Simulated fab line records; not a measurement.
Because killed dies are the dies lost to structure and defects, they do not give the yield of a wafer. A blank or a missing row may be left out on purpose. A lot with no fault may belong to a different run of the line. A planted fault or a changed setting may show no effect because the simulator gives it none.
fab line records ; flow sky130
record: lots: 7; wafers: 21; last_day: 50
route steps=708 shown LDD_HVN@268 LDD_HVP@278 PAD_OPEN@708
lots that met no fault: from a run of the same line without faults
start_h: hours from the record's opening day to when the first of the lot's shown wafers began ; wait_h: how many hours have passed since the lot's step before this one ; " unchanged from the row above ; L1.1+2: several wafers, shown together as one row ; - no value, or no start given ; * or withheld: withheld ; < > ~ a bound
route shown NAME@n: names a module that has steps shown in the file, with the first one's number in the route ; usual: average and standard deviation across the fault-free wafers ; same: alike in all rows ; chamber/n: place in a boat ; sites: each site's reading ; _std_site: standard deviation across them ; _edge_site: mean of outer sites minus mean of inner sites ; radius_mm: how far each site lies from the wafer's centre ; mask NAME#n: copy n ; behind: the last tool/chamber to shape the wafer ; hold: cause of the lot's hold/its duration in hours/its outcome ; device: whichever transistor did not switch (one of n, p or np) ; end of line: the same wafers' tests at the end of the route ; a step given without rows: its recipe and nothing more ; killed: the dies lost at the first sort to structure and to defects; this is not the yield of the wafer ; map: the dies of a wafer, with x for killed, . for not killed, _ for no die there
set.NAME: the setting as run; set.NAME@STEP: as run at that earlier step ; model.NAME: the simulator's own value behind a step, which no gauge read
a table for each step, a row for each wafer; lots at some steps of the route
services: a tool's chamber out of use, with start hour (start_h, from the record's first day; less than 0 if before it), hours out, and reason
== steps ==
step: SKY_LDD_HVN_HMDS_01
recipe: prime_time_s: 60; prime_temp_c: 120
step: SKY_LDD_HVN_COAT_02
recipe: resist: NOVOLAK; spin_rpm: 3000; resist_thk_nm: 300
step: SKY_LDD_HVN_SOFTBAKE_03
recipe: temp_c: 90; time_s: 60; resist: NOVOLAK
step: SKY_LDD_HVN_EXPOSE_04
recipe: mask_id: HVNTM; na: 0.6; source_shape: conventional; sigma_outer: 0.6; polarization: unpolarized; target_cd_nm: 700; dose_mj: 127
step: SKY_LDD_HVN_PEB_05
recipe: temp_c: withheld; time_s: *; resist: NOVOLAK
step: SKY_LDD_HVN_DEVELOP_06
recipe: resist: NOVOLAK; developer: TMAH; develop_time_s: 60; dev_temp_c: 23
step: SKY_LDD_HVN_OVL_MEAS_07
usual: LDD_HVN_OVL: -0.8/1.3
lot.wafer;tool;chamber;start_h;wait_h;LDD_HVN_OVL[nm]
L322.1;overlay-01;-;467.78;0.1;1.8
L322.3;overlay-01;-;467.78;0.1;-0.1
L322.6;overlay-01;-;467.78;0.1;1.3
L329.3;overlay-01;-;546.91;0.1;0.7
L329.4;overlay-01;-;546.91;0.1;0.4
L329.5;overlay-01;-;546.91;0.1;-0.7
L335.1;overlay-01;-;599.13;0.1;-1.6
L335.3;overlay-01;-;599.13;0.1;-1.1
L335.6;overlay-01;-;599.13;0.1;-1.5
L337.3;overlay-01;-;608.85;0.1;-1.4
L337.4;overlay-01;-;608.85;0.1;-3.0
L337.5;overlay-01;-;608.85;0.1;-1.1
L338.2;overlay-01;-;625.41;0.1;-0.3
L338.3;overlay-01;-;625.41;0.1;-1.3
L338.5;overlay-01;-;625.41;0.1;0.1
L340.1;overlay-02;-;638.38;0.1;-0.5
L340.2;overlay-02;-;638.38;0.1;1.5
L340.6;overlay-02;-;638.38;0.1;1.3
L343.1;overlay-02;-;648.44;0.1;1.0
L343.2;overlay-02;-;648.44;0.1;0.7
L343.6;overlay-02;-;648.44;0.1;0.3
step: SKY_LDD_HVN_IMPLANT_08
recipe: species: P; energy_kev: 60; dose_cm2: 3e+13; tilt_deg: 40
step: SKY_LDD_HVN_STRIP_09
recipe: chemistry: O2/N2; power_w: 1400; pressure_mtorr: 1500; platen_temp_c: withheld; o2_flow_sccm: 3000; n2_flow_sccm: 300; overash_fraction: 0.5
usual: drypump_motor_current_A: 5.8/0.5; o2_flow_sccm: 2999/9; oes_product_au: 0.408/0.0048; strip_time_to_endpoint_s: 4.137/0.014
lot.wafer;tool;chamber;start_h;wait_h;drypump_motor_current_A;o2_flow_sccm;oes_product_au;rf_hours_counter_h;strip_time_to_endpoint_s
L322.1;plasma_asher-03;0;467.97;0.1;5.9;3006;0.408;36;4.126
L322.3;plasma_asher-03;1;467.97;0.1;5.6;2982;0.406;-;4.150
L322.6;plasma_asher-03;1;467.97;0.1;5.6;2989;0.406;-;4.133
L329.3;plasma_asher-02;0;547.11;0.1;6.3;2996;0.406;-;4.127
L329.4;plasma_asher-02;1;547.11;0.1;5.4;2986;0.397;-;4.133
L329.5;plasma_asher-02;0;547.11;0.1;6.3;2995;0.411;-;4.123
L335.1;plasma_asher-01;1;599.32;0.1;5.0;3008;0.418;90;4.125
L335.3;plasma_asher-01;0;599.32;0.1;6.4;2978;0.408;-;4.141
L335.6;plasma_asher-01;1;599.32;0.1;5.0;2996;0.404;-;4.135
L337.3;plasma_asher-01;0;609.05;0.1;6.4;3003;0.410;-;4.151
L337.4;plasma_asher-01;1;609.05;0.1;5.0;2974;0.409;-;4.151
L337.5;plasma_asher-01;0;609.05;0.1;6.4;2989;0.407;-;4.152
L338.2;plasma_asher-02;0;625.59;0.1;6.3;3002;0.409;17;4.121
L338.3;plasma_asher-02;1;625.59;0.1;5.5;2998;0.402;-;4.136
L338.5;plasma_asher-02;1;625.59;0.1;5.4;2994;0.405;-;4.113
L340.1;plasma_asher-01;1;638.57;0.1;5.0;2994;0.402;94;4.131
L340.2;plasma_asher-01;0;638.57;0.1;6.4;2999;0.416;94;4.127
L340.6;plasma_asher-01;0;638.57;0.1;6.4;2986;0.405;-;4.135
L343.1;plasma_asher-01;1;648.63;0.1;5.0;2996;0.404;95;4.131
L343.2;plasma_asher-01;0;648.63;0.1;6.4;2997;0.400;95;4.114
L343.6;plasma_asher-01;0;648.63;0.1;6.4;2993;0.410;-;4.142
step: SKY_LDD_HVN_TW_MEAS_10
usual: LDD_HVN_TW: 1433/12
lot.wafer;tool;chamber;start_h;wait_h;LDD_HVN_TW
L322.1;film_metro-01;-;468.07;0.1;1431
L322.3;film_metro-01;-;468.07;0.1;1422
L322.6;film_metro-01;-;468.07;0.1;1421
L329.3;film_metro-01;-;547.20;0.1;1412
L329.4;film_metro-01;-;547.20;0.1;1417
L329.5;film_metro-01;-;547.20;0.1;1409
L335.1;film_metro-01;-;599.42;0.1;1415
L335.3;film_metro-01;-;599.42;0.1;1408
L335.6;film_metro-01;-;599.42;0.1;1416
L337.3;film_metro-01;-;609.14;0.1;1454
L337.4;film_metro-01;-;609.14;0.1;1452
L337.5;film_metro-01;-;609.14;0.1;1452
L338.2;film_metro-04;-;625.70;0.1;1440
L338.3;film_metro-04;-;625.70;0.1;1433
L338.5;film_metro-04;-;625.70;0.1;1433
L340.1;film_metro-04;-;638.67;0.1;1430
L340.2;film_metro-04;-;638.67;0.1;1427
L340.6;film_metro-04;-;638.67;0.1;1432
L343.1;film_metro-02;-;648.73;0.1;1438
L343.2;film_metro-02;-;648.73;0.1;1443
L343.6;film_metro-02;-;648.73;0.1;1444
step: SKY_LDD_HVP_DEHYDRATE_00
recipe: temp_c: 200; time_s: 60
step: SKY_LDD_HVP_HMDS_01
recipe: prime_time_s: 60; prime_temp_c: 120
step: SKY_LDD_HVP_COAT_02
recipe: resist: NOVOLAK; spin_rpm: 3000; resist_thk_nm: 300
usual: chill_plate_temp_C: 22.98/0.098; dispense_pressure_kPa: 55.4/1.2; spin_speed_rpm: 3000.2/1.9
lot.wafer;tool;chamber;start_h;wait_h;chill_plate_temp_C;dispense_pressure_kPa;spin_speed_rpm;model.NOVOLAK_of_LDD_HVP_COAT_02.thk_nm
L322.1;litho_track-03;0;482.28;0.1;22.80;56.4;2996.9;300.1
L322.3;litho_track-03;0;482.28;0.1;23.07;56.4;3001.1;300.9
L322.6;litho_track-03;0;482.28;0.1;23.09;56.4;3001.2;300.2
L329.3;litho_track-04;0;561.63;0.1;22.93;53.7;2999.2;297.8
L329.4;litho_track-04;0;561.63;0.1;23.01;53.6;3000.1;298
L329.5;litho_track-04;0;561.63;0.1;23.18;53.7;2998.9;297.5
L335.1;litho_track-03;0;613.83;0.1;22.87;56.3;2783.3;312
L335.3;litho_track-03;0;613.83;0.1;22.97;56.4;2787.3;311.7
L335.6;litho_track-03;0;613.83;0.1;22.92;56.4;2785.4;311.8
L337.3;litho_track-03;0;623.43;0.1;22.88;56.4;2782.4;311.9
L337.4;litho_track-03;0;623.43;0.1;22.87;56.4;2783.7;312.3
L337.5;litho_track-03;0;623.43;0.1;22.96;56.4;2782.5;312.6
L338.2;litho_track-03;0;640.11;0.1;22.97;56.4;2788.1;312.4
L338.3;litho_track-03;0;640.11;0.1;23.15;56.4;2786.4;312.2
L338.5;litho_track-03;0;640.11;0.1;23.02;56.4;2788.6;312.6
L340.1;litho_track-02;0;652.79;0.1;23.05;55.9;2995.8;299.7
L340.2;litho_track-02;0;652.79;0.1;22.96;55.9;3000.4;300.2
L340.6;litho_track-02;0;652.79;0.1;23.10;55.9;3001.4;300.4
L343.1;litho_track-02;0;662.44;0.1;22.82;55.9;2999.3;300
L343.2;litho_track-02;0;662.44;0.1;22.91;55.9;3002.3;299.9
L343.6;litho_track-02;0;662.44;0.1;22.95;55.9;3002.8;300.4
step: SKY_LDD_HVP_SOFTBAKE_03
recipe: temp_c: 90; time_s: 60; resist: NOVOLAK
step: SKY_LDD_HVP_EXPOSE_04
recipe: mask_id: HVPTM; na: 0.6; source_shape: conventional; sigma_outer: 0.6; polarization: unpolarized; target_cd_nm: 700; dose_mj: 86
step: SKY_LDD_HVP_PEB_05
recipe: temp_c: withheld; time_s: *; resist: NOVOLAK
step: SKY_LDD_HVP_DEVELOP_06
recipe: resist: NOVOLAK; developer: TMAH; develop_time_s: 60; dev_temp_c: 23
usual: chill_plate_temp_C: 23.02/0.11
lot.wafer;tool;chamber;start_h;wait_h;chill_plate_temp_C;model.NOVOLAK_of_LDD_HVP_COAT_02.thk_nm
L322.1;litho_track-02;0;497.29;0.1;22.95;299.7
L322.3;litho_track-02;0;497.29;0.1;22.92;300.5
L322.6;litho_track-02;0;497.29;0.1;23.03;299.8
L329.3;litho_track-02;0;576.54;0.1;23.07;297.4
L329.4;litho_track-02;0;576.54;0.1;23.08;297.6
L329.5;litho_track-02;0;576.54;0.1;23.10;297.1
L335.1;litho_track-03;0;628.68;0.1;23.14;311.6
L335.3;litho_track-03;0;628.68;0.1;23.08;311.3
L335.6;litho_track-03;0;628.68;0.1;23.07;311.4
L337.3;litho_track-02;0;638.09;0.1;23.12;311.5
L337.4;litho_track-02;0;638.09;0.1;23.06;311.9
L337.5;litho_track-02;0;638.09;0.1;23.15;312.2
L338.2;litho_track-04;0;654.95;0.1;22.79;312
L338.3;litho_track-04;0;654.95;0.1;22.89;311.8
L338.5;litho_track-04;0;654.95;0.1;22.81;312.2
L340.1;litho_track-03;0;666.83;0.1;22.79;299.3
L340.2;litho_track-03;0;666.83;0.1;22.99;299.8
L340.6;litho_track-03;0;666.83;0.1;23.14;300
L343.1;litho_track-04;0;676.48;0.1;23.25;299.6
L343.2;litho_track-04;0;676.48;0.1;23.05;299.5
L343.6;litho_track-04;0;676.48;0.1;23.13;300
step: SKY_LDD_HVP_OVL_MEAS_07
usual: LDD_HVP_OVL: -1.0/1.5
lot.wafer;tool;chamber;start_h;wait_h;LDD_HVP_OVL[nm]
L322.1;overlay-01;-;497.44;0.1;2.5
L322.3;overlay-01;-;497.44;0.1;0.4
L322.6;overlay-01;-;497.44;0.1;0.5
L329.3;overlay-01;-;576.66;0.1;0.1
L329.4;overlay-01;-;576.66;0.1;-1.3
L329.5;overlay-01;-;576.66;0.1;-0.1
L335.1;overlay-02;-;628.83;0.1;0.0
L335.3;overlay-02;-;628.83;0.1;-1.1
L335.6;overlay-02;-;628.83;0.1;-1.1
L337.3;overlay-01;-;638.21;0.1;-0.5
L337.4;overlay-01;-;638.21;0.1;-0.9
L337.5;overlay-01;-;638.21;0.1;-0.4
L338.2;overlay-02;-;655.08;0.1;-2.0
L338.3;overlay-02;-;655.08;0.1;-1.6
L338.5;overlay-02;-;655.08;0.1;-2.0
L340.1;overlay-02;-;666.98;0.1;-1.1
L340.2;overlay-02;-;666.98;0.1;-2.6
L340.6;overlay-02;-;666.98;0.1;-2.6
L343.1;overlay-01;-;676.63;0.1;-3.3
L343.2;overlay-01;-;676.63;0.1;-3.3
L343.6;overlay-01;-;676.63;0.1;-2.4
step: SKY_LDD_HVP_IMPLANT_08
recipe: species: B; energy_kev: 19.81; dose_cm2: 1.7e+13; tilt_deg: 17.9
step: SKY_LDD_HVP_STRIP_09
recipe: chemistry: O2/N2; power_w: 1400; pressure_mtorr: 1500; platen_temp_c: withheld; o2_flow_sccm: 3000; n2_flow_sccm: 300; overash_fraction: 0.5
usual: drypump_motor_current_A: 5.7/0.56; o2_flow_sccm: 3000/7.3; oes_product_au: 0.409/0.0043; strip_time_to_endpoint_s: 4.137/0.017
lot.wafer;tool;chamber;start_h;wait_h;drypump_motor_current_A;o2_flow_sccm;oes_product_au;rf_hours_counter_h;strip_time_to_endpoint_s
L322.1;plasma_asher-02;1;497.63;0.1;5.5;3002;0.415;6;4.127
L322.3;plasma_asher-02;0;497.63;0.1;6.3;2989;0.410;-;4.147
L322.6;plasma_asher-02;1;497.63;0.1;5.4;3011;0.417;-;4.144
L329.3;plasma_asher-02;0;576.86;0.1;6.3;3012;0.407;-;4.106
L329.4;plasma_asher-02;1;576.86;0.1;5.5;3009;0.414;-;4.111
L329.5;plasma_asher-02;1;576.86;0.1;5.5;2998;0.405;-;4.076
L335.1;plasma_asher-02;1;629.02;0.1;5.4;3016;0.411;18;4.298
L335.3;plasma_asher-02;0;629.02;0.1;6.3;3002;0.417;-;4.288
L335.6;plasma_asher-02;1;629.02;0.1;5.5;3003;0.414;-;4.295
L337.3;plasma_asher-02;0;638.41;0.1;6.3;2999;0.420;-;4.290
L337.4;plasma_asher-02;1;638.41;0.1;5.4;2989;0.410;-;4.292
L337.5;plasma_asher-02;1;638.41;0.1;5.4;2977;0.418;-;4.281
L338.2;plasma_asher-02;1;655.26;0.1;5.4;3007;0.414;20;4.312
L338.3;plasma_asher-02;0;655.26;0.1;6.4;2993;0.422;-;4.288
L338.5;plasma_asher-02;1;655.26;0.1;5.4;2999;0.406;-;4.284
L340.1;plasma_asher-02;1;667.17;0.1;5.5;3009;0.412;22;4.119
L340.2;plasma_asher-02;0;667.17;0.1;6.3;2992;0.407;22;4.147
L340.6;plasma_asher-02;1;667.17;0.1;5.5;3001;0.403;-;4.137
L343.1;plasma_asher-02;1;676.81;0.1;5.4;2996;0.413;22;4.129
L343.2;plasma_asher-02;0;676.81;0.1;6.3;3008;0.411;22;4.116
L343.6;plasma_asher-02;1;676.81;0.1;5.4;2988;0.412;-;4.133
step: SKY_LDD_HVP_TW_MEAS_10
usual: LDD_HVP_TW: 456/3.1
lot.wafer;tool;chamber;start_h;wait_h;LDD_HVP_TW
L322.1;film_metro-02;-;497.73;0.1;459
L322.3;film_metro-02;-;497.73;0.1;458
L322.6;film_metro-02;-;497.73;0.1;459
L329.3;film_metro-03;-;576.95;0.1;456
L329.4;film_metro-03;-;576.95;0.1;455
L329.5;film_metro-03;-;576.95;0.1;457
L335.1;film_metro-01;-;629.12;0.1;460
L335.3;film_metro-01;-;629.12;0.1;459
L335.6;film_metro-01;-;629.12;0.1;457
L337.3;film_metro-02;-;638.50;0.1;456
L337.4;film_metro-02;-;638.50;0.1;457
L337.5;film_metro-02;-;638.50;0.1;457
L338.2;film_metro-03;-;655.37;0.1;456
L338.3;film_metro-03;-;655.37;0.1;452
L338.5;film_metro-03;-;655.37;0.1;455
L340.1;film_metro-01;-;667.27;0.1;458
L340.2;film_metro-01;-;667.27;0.1;458
L340.6;film_metro-01;-;667.27;0.1;460
L343.1;film_metro-02;-;676.91;0.1;457
L343.2;film_metro-02;-;676.91;0.1;460
L343.6;film_metro-02;-;676.91;0.1;458
step: SKY_PAD_OPEN_PROBE_99
usual: killed_at_M0_to_M3: 44/6.9; killed_at_M4_up: 3.3/1.7; killed_at_contacts: 24/4.7; killed_at_front_end: 15/4.5; killed_at_other: 0.2/0.49; killed_dies: 86/8.4; killed_open: 47/6.5; killed_short: 39/6
same: gross_dies: 492; killed_at_back_side: 0
lot.wafer;tool;chamber;start_h;wait_h;killed_at_M0_to_M3;killed_at_M4_up;killed_at_contacts;killed_at_front_end;killed_at_other;killed_dies;killed_open;killed_short
L337.3;prober-01;-;1165.94;0.2;47;1;15;17;1;81;40;41
L337.4;prober-01;-;1165.99;0.2;50;5;24;14;0;93;52;41
L337.5;prober-01;-;1166.04;0.2;49;3;26;11;1;90;49;41
killed by level:class
L337.3 VIA1:geometric_particle:open=17 POLY_GATE:geometric_particle:short=7 LOCAL_INTERCONNECT:geometric_particle:short=5 METAL1:geometric_particle:short=5 VIA1:geometric_particle:short=5 METAL2:geometric_particle:short=5 VIA2:geometric_particle:open=4 VIA3:geometric_particle:open=4
L337.4 VIA1:geometric_particle:open=17 LOCAL_INTERCONNECT:geometric_particle:short=9 VIA2:geometric_particle:open=8 VIA3:geometric_particle:open=7 METAL2:geometric_particle:short=5 METAL4:geometric_particle:short=5 POLY_GATE:geometric_particle:open=4 LI_CONTACT:geometric_particle:open=4
L337.5 VIA1:geometric_particle:open=11 VIA3:geometric_particle:open=9 CONTACT:geometric_particle:open=8 VIA1:geometric_particle:short=7 LI_CONTACT:geometric_particle:open=6 LOCAL_INTERCONNECT:geometric_particle:short=5 CONTACT:geometric_particle:short=4 METAL2:geometric_particle:short=4
== services ==
tool;chamber;start_h;hours;kind
plasma_asher-02;-;502.00;13.2;repair
plasma_asher-03;-;639.03;2.8;pm
== key ==
first_sign: step: SKY_LDD_HVP_COAT_02; reading: spin_speed_rpm; direction: down; sigmas: 99+; usual: 3000.2; struck: 2785.3
effect: step: SKY_LDD_HVP_STRIP_09; reading: strip_time_to_endpoint_s; direction: up; sigmas: 9.2; usual: *; struck: *
model_effect: step: SKY_LDD_HVP_COAT_02; value: NOVOLAK_of_LDD_HVP_COAT_02.thk_nm; without: 300.8; struck: 312.2
model_effect: step: SKY_LDD_HVP_DEVELOP_06; value: NOVOLAK_of_LDD_HVP_COAT_02.thk_nm; without: 300.4; struck: 311.8
met_at SKY_LDD_HVP_COAT_02
struck_wafers L335.1,L335.3,L335.6,L337.3,L337.4,L337.5,L338.2,L338.3,L338.5
tester_left_out L335,L337,L338
onset_between 482.28 613.83
fault: kind: process_parameter_drift; tool: litho_track-03; chamber: -; onset_h: 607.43; steps: SKY_LDD_HVP_COAT_02; channel: spin_rpm; offset: -214.07; shape: step; end_h: 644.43; acts_in: these_recipes_only; stated: 3000
tester_left_out: of these lots the tester's yield and bins aren't shown, on N5 and GAA mostly nor the transistor test; their killed dies are dies lost to structure and defects alone, not to doping, threshold or leakage, so they don't give the yield
